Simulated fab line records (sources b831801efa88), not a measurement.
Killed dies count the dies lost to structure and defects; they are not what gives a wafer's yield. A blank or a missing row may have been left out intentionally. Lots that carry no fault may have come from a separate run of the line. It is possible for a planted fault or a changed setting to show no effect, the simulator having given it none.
Which of the tools did it? ; flow sky130 ; 24 lots with 72 wafers sampled at 5 steps, on a route of 708 steps

WHAT THE GAUGES READ, wafer by wafer
SKY_VIA4_THK_MEAS_01. Usual: VIA4_HDPCVD_THK typically reads 1749 nm, with standard deviation 17.
lot;measured;on;VIA4_HDPCVD_THK (nm);flag
L075;day 42 06:07;film_metro-03;1743 1746 1763;
L074;day 42 07:46;film_metro-03;1763 1776 1763;
L076;day 42 16:08;film_metro-04;1759 1774 1758;
L077;day 42 18:52;film_metro-04;1765 1768 1762;
L078;day 43 00:10;film_metro-04;1776 1769 1782;
L079;day 44 08:43;film_metro-03;1739 1710 1749;
L081;day 44 10:23;film_metro-04;1721 1744 1760;
L080;day 44 13:14;film_metro-03;1746 1748 1725;
L084;day 45 11:26;film_metro-03;1735 1718 1733;
L083;day 45 13:17;film_metro-04;1742 1737 1739;
L082;day 45 16:34;film_metro-03;1739 1744 1736;
L086;day 46 02:02;film_metro-04;1780 1754 1759;
L085;day 46 08:04;film_metro-04;1772 1748 1759;
L087;day 46 12:48;film_metro-01;1743 1768 1747;
L088;day 46 15:40;film_metro-03;1747 1748 1752;
L090;day 46 20:47;film_metro-04;1762 1772 1767;
L089;day 47 00:00;film_metro-03;1733 1716 1725;
L092;day 47 00:46;film_metro-03;1747 1757 1759;
L091;day 47 05:58;film_metro-04;1745 1767 1756;
L094;day 47 09:46;film_metro-03;1727 1760 1729;
L093;day 47 12:53;film_metro-04;1741 1758 1736;
L096;day 47 16:47;film_metro-04;1768 1747 1748;
L095;day 47 19:15;film_metro-03;1719 1715 1730;
L097;day 48 00:31;film_metro-03;1760 1741 1737;

WHAT TOOL EACH LOT RAN ON (gives the tool, then ch and the chambers of the sampled wafers, and finally the start)
lot;SKY_CAPM_SPUTTER_02;SKY_METAL4_SPUTTER_01;SKY_METAL4_METAL_ETCH_18;SKY_METAL4_STRIP_19
L075;pvd_sputter-04, day 36 19:55;pvd_sputter-03, day 40 04:50;rie_metal-02 ch 0,1, day 42 05:05;plasma_asher-02 ch 0,1, day 42 05:16
L074;pvd_sputter-03, day 36 20:38;pvd_sputter-01, day 40 06:05;rie_metal-02 ch 0,1, day 42 06:40;plasma_asher-02 ch 0,1, day 42 06:50
L076;pvd_sputter-03, day 37 07:04;pvd_sputter-03, day 40 14:47;rie_metal-01 ch 0,1, day 42 15:11;plasma_asher-02 ch 0,1, day 42 15:22
L077;pvd_sputter-04, day 37 09:05;pvd_sputter-01, day 40 17:47;rie_metal-02 ch 0,1, day 42 17:55;plasma_asher-04 ch 0,1, day 42 18:05
L078;pvd_sputter-02, day 37 14:53;pvd_sputter-04, day 40 22:53;rie_metal-02 ch 0,1, day 42 23:06;plasma_asher-01 ch 0,1, day 42 23:17
L079;pvd_sputter-04, day 39 04:36;pvd_sputter-03, day 42 08:38;rie_metal-03 ch 1, day 44 07:32;plasma_asher-02 ch 0,1, day 44 07:53
L081;pvd_sputter-04, day 39 05:57;pvd_sputter-04, day 42 09:45;rie_metal-01 ch 0,1, day 44 09:24;plasma_asher-01 ch 0,1, day 44 09:35
L080;pvd_sputter-04, day 39 08:34;pvd_sputter-04, day 42 13:22;rie_metal-01 ch 0,1, day 44 12:19;plasma_asher-04 ch 0,1, day 44 12:29
L084;pvd_sputter-03, day 40 11:56;pvd_sputter-01, day 43 14:16;rie_metal-03 ch 0,1, day 45 10:26;plasma_asher-02 ch 0,1, day 45 10:37
L083;pvd_sputter-03, day 40 13:14;pvd_sputter-04, day 43 14:56;rie_metal-01 ch 1, day 45 12:02;plasma_asher-02 ch 0,1, day 45 12:23
L082;pvd_sputter-04, day 40 15:55;pvd_sputter-04, day 43 18:02;rie_metal-01 ch 1, day 45 15:27;plasma_asher-04 ch 1, day 45 15:44
L086;pvd_sputter-02, day 41 03:17;pvd_sputter-03, day 44 04:29;rie_metal-01 ch 0,1, day 46 01:02;plasma_asher-04 ch 1, day 46 01:13
L085;pvd_sputter-04, day 41 10:11;pvd_sputter-01, day 44 11:24;rie_metal-02 ch 0,1, day 46 07:07;plasma_asher-02 ch 0,1, day 46 07:16
L087;pvd_sputter-03, day 41 14:35;pvd_sputter-01, day 44 16:34;rie_metal-02 ch 0,1, day 46 11:50;plasma_asher-04 ch 0,1, day 46 12:01
L088;pvd_sputter-03, day 41 17:32;pvd_sputter-01, day 44 18:48;rie_metal-01 ch 0,1, day 46 14:43;plasma_asher-02 ch 0,1, day 46 14:53
L090;pvd_sputter-04, day 41 23:30;pvd_sputter-01, day 45 00:23;rie_metal-03 ch 0,1, day 46 19:52;plasma_asher-01 ch 0,1, day 46 20:02
L089;pvd_sputter-04, day 42 02:51;pvd_sputter-04, day 45 03:09;rie_metal-03 ch 0,1, day 46 22:55;plasma_asher-01 ch 0,1, day 46 23:05
L092;pvd_sputter-02, day 42 04:59;pvd_sputter-03, day 45 04:44;rie_metal-02 ch 0,1, day 46 23:41;plasma_asher-02 ch 0,1, day 46 23:52
L091;pvd_sputter-02, day 42 09:42;pvd_sputter-04, day 45 10:05;rie_metal-01 ch 0,1, day 47 05:01;plasma_asher-01 ch 0,1, day 47 05:11
L094;pvd_sputter-03, day 42 16:11;pvd_sputter-04, day 45 14:07;rie_metal-02 ch 1, day 47 08:39;plasma_asher-02 ch 0,1, day 47 08:56
L093;pvd_sputter-03, day 42 19:01;pvd_sputter-01, day 45 18:00;rie_metal-03 ch 0,1, day 47 11:58;plasma_asher-01 ch 0,1, day 47 12:08
L096;pvd_sputter-04, day 42 22:22;pvd_sputter-01, day 45 20:42;rie_metal-01 ch 0,1, day 47 15:50;plasma_asher-02 ch 0,1, day 47 15:59
L095;pvd_sputter-02, day 43 02:26;pvd_sputter-03, day 46 00:18;rie_metal-02 ch 1, day 47 18:10;plasma_asher-01 ch 0,1, day 47 18:28
L097;pvd_sputter-03, day 43 07:33;pvd_sputter-03, day 46 06:41;rie_metal-02 ch 1, day 47 23:23;plasma_asher-01 ch 0,1, day 47 23:44
- SKY_CAPM_SPUTTER_02: material TiN, target thk 200 nm, time 166.7 s.
- SKY_METAL4_SPUTTER_01: material TiN, target thk 20 nm, time 16.7 s.
- SKY_METAL4_METAL_ETCH_18: etches the open film in Cl2/BCl3, stops on SiO2, target depth 845 nm, time 183.1 s.
- SKY_METAL4_STRIP_19: strips in O2/N2.

AS READ BY THE TOOLS THEMSELVES (means over the sampled wafers that have a number; for cases with no such wafer, the mark the record gives instead)
SKY_CAPM_SPUTTER_02. Usual: chamber_pressure_pa 0.4067 Pa, standard deviation 0.00086; throttle_valve_pct 30.3 %, standard deviation 0.88.
lot;tool;chamber_pressure_pa (Pa);throttle_valve_pct (%);flag
L075;pvd_sputter-04;0.4064;30.7;
L074;pvd_sputter-03;0.4071;29.8;
L076;pvd_sputter-03;0.4073;29.4;
L077;pvd_sputter-04;0.4064;30.8;
L078;pvd_sputter-02;0.4062;30.6;
L079;pvd_sputter-04;0.4061;31.0;
L081;pvd_sputter-04;0.4065;30.7;
L080;pvd_sputter-04;0.4063;30.9;
L084;pvd_sputter-03;0.4060;30.0;
L083;pvd_sputter-03;0.4067;30.0;
L082;pvd_sputter-04;0.4071;30.9;
L086;pvd_sputter-02;0.4067;30.3;
L085;pvd_sputter-04;0.4058;30.8;
L087;pvd_sputter-03;0.4066;30.1;
L088;pvd_sputter-03;0.4064;29.1;
L090;pvd_sputter-04;0.4076;30.9;
L089;pvd_sputter-04;0.4068;30.6;
L092;pvd_sputter-02;0.4068;30.6;
L091;pvd_sputter-02;0.4068;30.6;
L094;pvd_sputter-03;0.4072;30.7;
L093;pvd_sputter-03;0.4073;30.0;
L096;pvd_sputter-04;0.4063;30.7;
L095;pvd_sputter-02;0.4072;29.6;
L097;pvd_sputter-03;0.4070;29.1;

SKY_METAL4_SPUTTER_01. Usual: chamber_pressure_pa 0.4000 Pa, standard deviation 0.00075; throttle_valve_pct 30.0 %, standard deviation 0.9.
lot;tool;chamber_pressure_pa (Pa);throttle_valve_pct (%);flag
L075;pvd_sputter-03;0.3999;30.2;
L074;pvd_sputter-01;0.3998;29.4;
L076;pvd_sputter-03;0.4003;29.2;
L077;pvd_sputter-01;0.3995;29.7;
L078;pvd_sputter-04;0.4003;31.0;
L079;pvd_sputter-03;0.3992;29.6;
L081;pvd_sputter-04;0.3994;31.1;
L080;pvd_sputter-04;0.3994;31.0;
L084;pvd_sputter-01;0.3995;29.4;
L083;pvd_sputter-04;0.3999;30.9;
L082;pvd_sputter-04;0.4005;30.9;
L086;pvd_sputter-03;0.3999;29.9;
L085;pvd_sputter-01;0.4009;29.8;
L087;pvd_sputter-01;0.4002;29.8;
L088;pvd_sputter-01;0.3992;29.9;
L090;pvd_sputter-01;0.3996;29.9;
L089;pvd_sputter-04;0.4000;30.8;
L092;pvd_sputter-03;0.4003;29.7;
L091;pvd_sputter-04;0.4006;30.9;
L094;pvd_sputter-04;0.4001;31.0;
L093;pvd_sputter-01;0.4008;29.3;
L096;pvd_sputter-01;0.4008;29.5;
L095;pvd_sputter-03;0.4002;28.9;
L097;pvd_sputter-03;0.4006;30.0;

SKY_METAL4_METAL_ETCH_18. Usual: bias_w 48.50 W, standard deviation 0.13; chamber_pressure_mTorr 10.000 mTorr, standard deviation 0.009; drypump_motor_current_A 5.68 A, standard deviation 0.29; oes_product_au 0.866 a.u., standard deviation 0.0064; throttle_valve_pct 22.264 %, standard deviation 0.0092.
lot;tool;bias_w (W);chamber_pressure_mTorr (mTorr);drypump_motor_current_A (A);oes_product_au (a.u.);throttle_valve_pct (%);flag
L075;rie_metal-02;48.51;10.003;5.83;0.868;22.271;
L074;rie_metal-02;48.52;9.997;5.88;0.866;22.263;
L076;rie_metal-01;48.57;10.002;5.63;0.869;22.269;
L077;rie_metal-02;48.57;9.993;5.85;0.853;22.264;
L078;rie_metal-02;48.46;10.004;5.89;0.875;22.275;
L079;rie_metal-03;48.53;9.999;5.57;0.869;22.254;
L081;rie_metal-01;48.60;9.996;5.64;0.865;22.262;
L080;rie_metal-01;48.59;10.001;5.85;0.870;22.259;
L084;rie_metal-03;48.49;10.002;5.38;0.864;22.271;
L083;rie_metal-01;48.48;10.006;5.42;0.865;22.254;
L082;rie_metal-01;48.62;9.998;5.43;0.873;22.262;
L086;rie_metal-01;48.54;9.997;5.63;0.872;22.263;
L085;rie_metal-02;48.58;10.007;5.84;0.869;22.258;
L087;rie_metal-02;48.54;10.006;5.86;0.857;22.270;
L088;rie_metal-01;48.38;9.995;5.85;0.866;22.263;
L090;rie_metal-03;48.42;10.010;5.39;0.859;22.261;
L089;rie_metal-03;48.58;9.995;5.39;0.869;22.272;
L092;rie_metal-02;48.40;9.994;5.88;0.862;22.258;
L091;rie_metal-01;48.55;10.000;5.85;0.868;22.259;
L094;rie_metal-02;48.40;10.007;5.80;0.862;22.264;
L093;rie_metal-03;48.49;10.000;5.21;0.869;22.265;
L096;rie_metal-01;48.43;10.002;5.64;0.857;22.263;
L095;rie_metal-02;48.41;9.993;5.83;0.864;22.261;
L097;rie_metal-02;48.54;9.994;5.82;0.874;22.259;

SKY_METAL4_STRIP_19. Usual: chamber_pressure_mTorr 1500.1 mTorr, standard deviation 1.4; drypump_motor_current_A 5.5 A, standard deviation 0.42; n2_flow_sccm 300.1 sccm, standard deviation 0.94; oes_product_au 0.501 a.u., standard deviation 0.0052; strip_time_to_endpoint_s 6.51 s, standard deviation 0.065.
lot;tool;chamber_pressure_mTorr (mTorr);drypump_motor_current_A (A);n2_flow_sccm (sccm);oes_product_au (a.u.);strip_time_to_endpoint_s (s);flag
L075;plasma_asher-02;1500.6;5.8;300.0;0.503;6.53;
L074;plasma_asher-02;1500.0;5.5;300.5;0.497;6.46;
L076;plasma_asher-02;1500.0;5.5;300.6;0.504;6.53;
L077;plasma_asher-04;1500.5;5.4;300.3;0.500;6.45;
L078;plasma_asher-01;1499.0;5.4;300.1;0.497;6.50;
L079;plasma_asher-02;1500.9;5.5;299.7;0.503;6.65;
L081;plasma_asher-01;1500.5;5.2;300.5;0.501;6.45;
L080;plasma_asher-04;1499.8;5.6;299.9;0.503;6.55;
L084;plasma_asher-02;1498.8;5.8;299.7;0.501;6.55;
L083;plasma_asher-02;1499.6;5.5;301.2;0.498;6.47;
L082;plasma_asher-04;1500.7;5.2;299.5;0.501;6.51;
L086;plasma_asher-04;1498.5;5.2;299.8;0.496;6.44;
L085;plasma_asher-02;1499.4;5.8;299.6;0.503;6.55;
L087;plasma_asher-04;1499.5;5.6;300.0;0.501;6.52;
L088;plasma_asher-02;1500.5;5.8;301.0;0.505;6.50;
L090;plasma_asher-01;1500.2;5.2;301.1;0.508;6.57;
L089;plasma_asher-01;1499.5;5.4;301.1;0.504;6.53;
L092;plasma_asher-02;1500.2;5.8;300.2;0.505;6.50;
L091;plasma_asher-01;1500.0;5.4;300.3;0.500;6.46;
L094;plasma_asher-02;1501.7;5.8;300.5;0.507;6.46;
L093;plasma_asher-01;1500.7;5.4;299.3;0.500;6.52;
L096;plasma_asher-02;1499.7;5.8;301.3;0.499;6.46;
L095;plasma_asher-01;1499.8;5.4;299.2;0.499;6.47;
L097;plasma_asher-01;1499.6;5.2;299.8;0.507;6.58;

THE ANSWER, worked out from the rows above alone
Rule: lot off if the mean of its wafers having a number is beyond 3 standard deviations from the usual mean. A lot without any number at a reading at which 4 lots or more have one is off too. All remaining lots with rows at the step are treated as sound. Order of review: gauges by route order, followed by the tools' own readings, for which a lot's mean as printed above is used. The first step at which some lot is off is used, and at that step the reading that is off furthest; a lot without a number counts as furthest.
No lot is off on any of the readings shown, so nothing can be concluded from this.

WHAT THE SIMULATOR PUT IN
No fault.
